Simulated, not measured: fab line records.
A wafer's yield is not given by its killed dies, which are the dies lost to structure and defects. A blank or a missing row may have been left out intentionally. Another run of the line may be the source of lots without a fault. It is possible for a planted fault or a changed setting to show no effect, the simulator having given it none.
Which tool is to blame? | flow gf180mcu | 33 wafers from 11 lots sampled at 5 of the route's 602 steps

== WHAT THE GAUGES SHOWED, per wafer ==
GF_V2_THK_MEAS_03. Usual: V2_CVD_02_THK typically reads 851 nm, with standard deviation 10.
lot  | measured     | on            | V2_CVD_02_THK (nm) | flag
L264 | day 19 07:11 | film-metro-01 | 842 837 849        |
L268 | day 20 17:55 | film-metro-04 | 847 852 851        |
L269 | day 21 04:02 | film-metro-04 | 837 848 861        |
L271 | day 21 21:25 | film-metro-04 | 840 841 845        |
L273 | day 22 20:37 | film-metro-01 | 844 834 850        |
L274 | day 23 02:21 | film-metro-01 | 849 848 845        |
L276 | day 23 18:31 | film-metro-04 | 853 870 859        |
L277 | day 23 22:13 | film-metro-01 | 838 867 865        |
L278 | day 24 11:35 | film-metro-04 | 857 862 853        |
L279 | day 24 16:17 | film-metro-03 | 857 863 859        |
L280 | day 25 04:37 | film-metro-04 | 855 854 870        |

GF_V3_CD_MEAS_14 targets a cd of 260 nm. Usual: 260.0 nm for cd-nm, sd 1.4.
lot  | measured     | on        | cd-nm (nm)        | flag
L264 | day 22 11:26 | cd-sem-02 | 256.2 256.5 256.8 |
L268 | day 23 19:57 | cd-sem-02 | 262.0 260.5 262.0 |
L269 | day 24 04:00 | cd-sem-02 | 258.6 258.9 258.2 |
L271 | day 24 22:19 | cd-sem-01 | 259.3 259.1 258.7 |
L273 | day 25 20:44 | cd-sem-02 | 258.3 258.4 258.9 |
L274 | day 26 00:23 | cd-sem-02 | 260.6 260.1 261.3 |
L276 | day 26 15:42 | cd-sem-02 | 259.9 261.1 261.5 |
L277 | day 26 19:35 | cd-sem-02 | 259.8 260.4 260.4 |
L278 | day 27 05:00 | cd-sem-02 | 260.8 259.9 260.0 |
L279 | day 27 10:17 | cd-sem-02 | 261.3 261.8 261.5 |
L280 | day 27 22:41 | cd-sem-01 | 261.3 262.1 261.2 |

== WHAT TOOL EACH LOT RAN ON (gives the tool, then ch and the chambers of the sampled wafers, and finally the start) ==
lot  | GF_M3_METAL_ETCH_16               | GF_M3_STRIP_17                       | GF_V3_CVD_02
L264 | rie-metal-04 ch 0,1, day 21 09:35 | plasma-asher-03 ch 0,1, day 21 09:44 | pecvd-04 ch 0,2, day 21 10:24
L268 | rie-metal-01 ch 0,1, day 22 20:29 | plasma-asher-02 ch 0,1, day 22 20:36 | pecvd-04 ch 0,1, day 22 21:16
L269 | rie-metal-02 ch 0,1, day 23 04:26 | plasma-asher-02 ch 0,1, day 23 04:32 | pecvd-03 ch 0,2, day 23 05:13
L271 | rie-metal-02 ch 0,1, day 23 22:08 | plasma-asher-03 ch 0,1, day 23 22:14 | pecvd-04 ch 0,1, day 23 22:57
L273 | rie-metal-01 ch 0,1, day 24 19:58 | plasma-asher-02 ch 0, day 24 20:04   | pecvd-02 ch 1,2, day 24 20:46
L274 | rie-metal-04 ch 0, day 25 01:19   | plasma-asher-01 ch 0,1, day 25 01:26 | pecvd-04 ch 0,2, day 25 02:06
L276 | rie-metal-02 ch 0,1, day 25 17:11 | plasma-asher-03 ch 0,1, day 25 17:17 | pecvd-04 ch 1,2, day 25 18:00
L277 | rie-metal-02 ch 0,1, day 25 21:49 | plasma-asher-03 ch 0,1, day 25 21:55 | pecvd-04 ch 0,1,2, day 25 22:41
L278 | rie-metal-01 ch 0,1, day 26 07:26 | plasma-asher-02 ch 0,1, day 26 07:32 | pecvd-04 ch 0,1, day 26 08:13
L279 | rie-metal-02 ch 0,1, day 26 12:28 | plasma-asher-03 ch 0,1, day 26 12:35 | pecvd-02 ch 0,1,2, day 26 13:19
L280 | rie-metal-02 ch 0,1, day 27 01:37 | plasma-asher-03 ch 0,1, day 27 01:44 | pecvd-04 ch 1, day 27 02:23
- GF_M3_METAL_ETCH_16: etches the open film in Cl2/BCl3, stops on SiO2, target depth 627.5 nm, time 104.6 s.
- GF_M3_STRIP_17: strips in O2/N2.
- GF_V3_CVD_02: deposits SiO2 from TEOS, target thk 850 nm, time 94.851 s.

== WHAT THE TOOLS THEMSELVES READ (means of the sampled wafers that have a number; where no wafer has one, the mark that the record gives instead) ==
GF_M3_METAL_ETCH_16. Usual: chamber-pressure-mTorr 8.001 mTorr, standard deviation 0.0076; drypump-motor-current-A 5.92 A, standard deviation 0.27; oes-product-au 0.972 a.u., standard deviation 0.0068; rf-fwd-power-W 796.5 W, standard deviation 2.6; throttle-valve-pct 28.249 %, standard deviation 0.01.
lot  | tool         | chamber-pressure-mTorr (mTorr) | drypump-motor-current-A (A) | oes-product-au (a.u.) | rf-fwd-power-W (W) | throttle-valve-pct (%) | flag
L264 | rie-metal-04 | 8.002                          | 5.93                        | 0.970                 | 794.1              | 28.248                 |
L268 | rie-metal-01 | 7.999                          | 5.86                        | 0.966                 | 796.5              | 28.251                 |
L269 | rie-metal-02 | 8.005                          | 5.90                        | 0.976                 | 796.5              | 28.237                 |
L271 | rie-metal-02 | 8.000                          | 5.91                        | 0.964                 | 797.4              | 28.259                 |
L273 | rie-metal-01 | 7.997                          | 5.87                        | 0.981                 | 797.9              | 28.245                 |
L274 | rie-metal-04 | 7.999                          | 5.91                        | 0.975                 | 797.0              | 28.253                 |
L276 | rie-metal-02 | 8.008                          | 5.91                        | 0.975                 | 795.7              | 28.240                 |
L277 | rie-metal-02 | 7.988                          | 5.90                        | 0.980                 | 796.6              | 28.236                 |
L278 | rie-metal-01 | 8.008                          | 6.19                        | 0.978                 | 793.9              | 28.249                 |
L279 | rie-metal-02 | 7.999                          | 5.90                        | 0.969                 | 882.7              | 28.256                 | OFF
L280 | rie-metal-02 | 7.997                          | 5.77                        | 0.984                 | 843.0              | 28.244                 | OFF

GF_M3_STRIP_17. Usual: chamber-pressure-mTorr 1499.9 mTorr, standard deviation 1.4; drypump-motor-current-A 5.9 A, standard deviation 0.35; heater-power-w 333 W, standard deviation 24; oes-product-au 0.558 a.u., standard deviation 0.0054; strip-time-to-endpoint-s 7.86 s, standard deviation 0.057.
lot  | tool            | chamber-pressure-mTorr (mTorr) | drypump-motor-current-A (A) | heater-power-w (W) | oes-product-au (a.u.) | strip-time-to-endpoint-s (s) | flag
L264 | plasma-asher-03 | 1500.5                         | 5.9                         | 352                | 0.556                 | 7.93                         |
L268 | plasma-asher-02 | 1498.7                         | 6.1                         | 333                | 0.551                 | 7.81                         |
L269 | plasma-asher-02 | 1499.4                         | 6.0                         | 331                | 0.559                 | 7.88                         |
L271 | plasma-asher-03 | 1499.7                         | 5.7                         | 333                | 0.561                 | 7.87                         |
L273 | plasma-asher-02 | 1499.4                         | 5.8                         | 326                | 0.552                 | 7.82                         |
L274 | plasma-asher-01 | 1501.3                         | 5.7                         | 313                | 0.565                 | 7.91                         |
L276 | plasma-asher-03 | 1500.2                         | 5.7                         | 338                | 0.562                 | 7.82                         |
L277 | plasma-asher-03 | 1498.8                         | 5.7                         | 336                | 0.559                 | 7.82                         |
L278 | plasma-asher-02 | 1499.5                         | 6.0                         | 329                | 0.558                 | 7.83                         |
L279 | plasma-asher-03 | 1498.5                         | 5.9                         | 354                | 0.547                 | 7.56                         | OFF
L280 | plasma-asher-03 | 1499.1                         | 5.9                         | 358                | 0.554                 | 7.71                         |

GF_V3_CVD_02. Usual: heater-power-w 621 W, standard deviation 110; susceptor-temp-C 400.02 C, standard deviation 0.23.
lot  | tool     | heater-power-w (W) | susceptor-temp-C (C) | flag
L264 | pecvd-04 | 699                | 399.81               |
L268 | pecvd-04 | 594                | 400.26               |
L269 | pecvd-03 | 771                | 399.78               |
L271 | pecvd-04 | 533                | 400.13               |
L273 | pecvd-02 | 693                | 399.98               |
L274 | pecvd-04 | 628                | 399.91               |
L276 | pecvd-04 | 554                | 400.02               |
L277 | pecvd-04 | 596                | 400.22               |
L278 | pecvd-04 | 575                | 400.09               |
L279 | pecvd-02 | 703                | 400.06               |
L280 | pecvd-04 | 464                | 400.09               |

== THE ANSWER, worked out from the rows above alone ==
Rule: lot off if the mean of its wafers having a number is beyond 3 standard deviations from the usual mean. A lot without any number at a reading at which 4 lots or more have one is off too. The other lots that the step has rows for count as sound. First the gauges in route order, then the tools' own readings, where a lot's mean is used as printed above. The first step at which some lot is off is used, and at that step the reading that is off furthest; a lot without a number counts as furthest.
Off: L279, L280, at GF_M3_METAL_ETCH_16 (rf-fwd-power-W).
If a tool, at that step or one of the process steps before it, ran each lot that is off and ran no sound lot following the first of them, it fits. One fits: rie-metal-02 at GF_M3_METAL_ETCH_16. A fault onset in the window from L277 (day 25 21:49, its last sound lot) to L279 (day 26 12:28, its first lot off) fits.
On the lots that are off, the tool's own readings at GF_M3_METAL_ETCH_16 differ by more than 5 times the standard deviation of the sound lots' means, which bears it out; rf-fwd-power-W reads 862.9 W there versus 796.2 W on the sound lots.

== WHAT WAS PUT IN BY THE SIMULATOR ==
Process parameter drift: rie-metal-02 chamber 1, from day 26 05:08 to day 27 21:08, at GF_M3_METAL_ETCH_16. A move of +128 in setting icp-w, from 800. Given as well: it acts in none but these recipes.
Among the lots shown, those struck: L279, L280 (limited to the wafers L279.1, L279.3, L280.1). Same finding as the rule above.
